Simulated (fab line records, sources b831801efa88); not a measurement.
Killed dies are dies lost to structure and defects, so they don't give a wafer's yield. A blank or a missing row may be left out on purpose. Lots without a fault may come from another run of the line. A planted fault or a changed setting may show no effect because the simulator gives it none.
Split-lot experiment | flow sfq_line | 5 lots, 23 wafers read, on a route of 325 steps

THE SPLIT
At SFQ_TRILAYER_JJ_TRILAYER_DEP_SPUTTER_110 (material Al, target thk 8 nm, time 10 s), the setting time_s was moved away from the recipe's 10 s on 10 of the 23 wafers read, by -12.0% to +5.5%. The other wafers ran this setting at the recipe's value.

The reading is taken at the split's own step.

THE READING
Al_of_TRILAYER_JJ_TRILAYER_DEP_SPUTTER_110.thk_nm (the simulator's own value, which no gauge read), in nm, at SFQ_TRILAYER_JJ_TRILAYER_DEP_SPUTTER_110 (material Al, target thk 8 nm, time 10 s). The file gives no usual value for it. The 13 wafers here that ran the recipe average 7.930 nm, standard deviation 0.079 nm.

wafer  | tool, chamber at the split | time_s as run, s | against the recipe | Al_of_TRILAYER_JJ_TRILAYER_DEP_SPUTTER_110.thk_nm, nm | against lot-mates on the recipe
L076.1 | pvd_sputter-04, -          | 8.797            | -12.0%             | 6.967                                                 | -0.852
L076.2 | pvd_sputter-04, -          | 10               | recipe             | 7.775                                                 | -
L076.3 | pvd_sputter-04, -          | 8.797            | -12.0%             | 6.852                                                 | -0.966
L076.5 | pvd_sputter-04, -          | 8.797            | -12.0%             | 7.045                                                 | -0.774
L076.6 | pvd_sputter-04, -          | 10               | recipe             | 7.862                                                 | -
L081.2 | pvd_sputter-03, -          | 10               | recipe             | 7.986                                                 | -
L081.3 | pvd_sputter-03, -          | 10               | recipe             | 7.905                                                 | -
L081.6 | pvd_sputter-03, -          | 10               | recipe             | 7.876                                                 | -
L082.1 | pvd_sputter-05, -          | 9.223            | -7.8%              | 7.325                                                 | -0.625
L082.2 | pvd_sputter-05, -          | 9.223            | -7.8%              | 7.24                                                  | -0.710
L082.3 | pvd_sputter-05, -          | 9.223            | -7.8%              | 7.32                                                  | -0.630
L082.5 | pvd_sputter-05, -          | 10               | recipe             | 7.883                                                 | -
L082.6 | pvd_sputter-05, -          | 10               | recipe             | 8.018                                                 | -
L083.1 | pvd_sputter-04, -          | 10               | recipe             | 7.99                                                  | -
L083.2 | pvd_sputter-04, -          | 10               | recipe             | 7.919                                                 | -
L083.3 | pvd_sputter-04, -          | 10.55            | +5.5%              | 8.356                                                 | +0.430
L083.5 | pvd_sputter-04, -          | 10               | recipe             | 7.87                                                  | -
L083.6 | pvd_sputter-04, -          | 10.55            | +5.5%              | 8.479                                                 | +0.553
L084.1 | pvd_sputter-03, -          | 8.83             | -11.7%             | 7.099                                                 | -0.903
L084.2 | pvd_sputter-03, -          | 8.83             | -11.7%             | 7.218                                                 | -0.784
L084.3 | pvd_sputter-03, -          | 10               | recipe             | 8.069                                                 | -
L084.4 | pvd_sputter-03, -          | 10               | recipe             | 7.91                                                  | -
L084.6 | pvd_sputter-03, -          | 10               | recipe             | 8.028                                                 | -

THE FIT
A straight line over all 23 wafers: Al_of_TRILAYER_JJ_TRILAYER_DEP_SPUTTER_110.thk_nm changes by +0.078 nm for each +1% of time_s; r = +0.98; the points scatter about the line by 0.09 nm.
The same after taking each lot's own level away (the mean of its wafers on the recipe; 23 wafers): +0.0761 nm for each +1%; r = +0.99; scatter 0.073 nm.
On that fit, the largest move of time_s shifts the reading by 0.91 nm.
The lots' own levels span 7.8185 to 8.0023 nm, that is 2.3 times the standard deviation above.
So the lot-to-lot level changes the slope little: the two slopes agree.
Check: with one of the wafers moved furthest among these (-12.0%) left out of the fit, the line predicts -0.916 nm for it against its lot-mates. It came out at -0.852 nm against them.

OTHER SPLITS ON THESE WAFERS
These wafers also went through other splits before the reading. Each is held against what the fit with the lots' levels taken away leaves over:
other split on the same wafers                    | wafers away from the commonest value | r with Al_of_TRILAYER_JJ_TRILAYER_DEP_SPUTTER_110.thk_nm (lot level and that fit taken away)
SFQ_TRILAYER_I4_VIA_BARC_OPEN_VIA_ETCH_146 time_s | 7                                    | +0.22

THE FILE'S OWN FIT
Al_of_TRILAYER_JJ_TRILAYER_DEP_SPUTTER_110.thk_nm changes by +0.0754 nm for each +1% of time_s, r = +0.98.
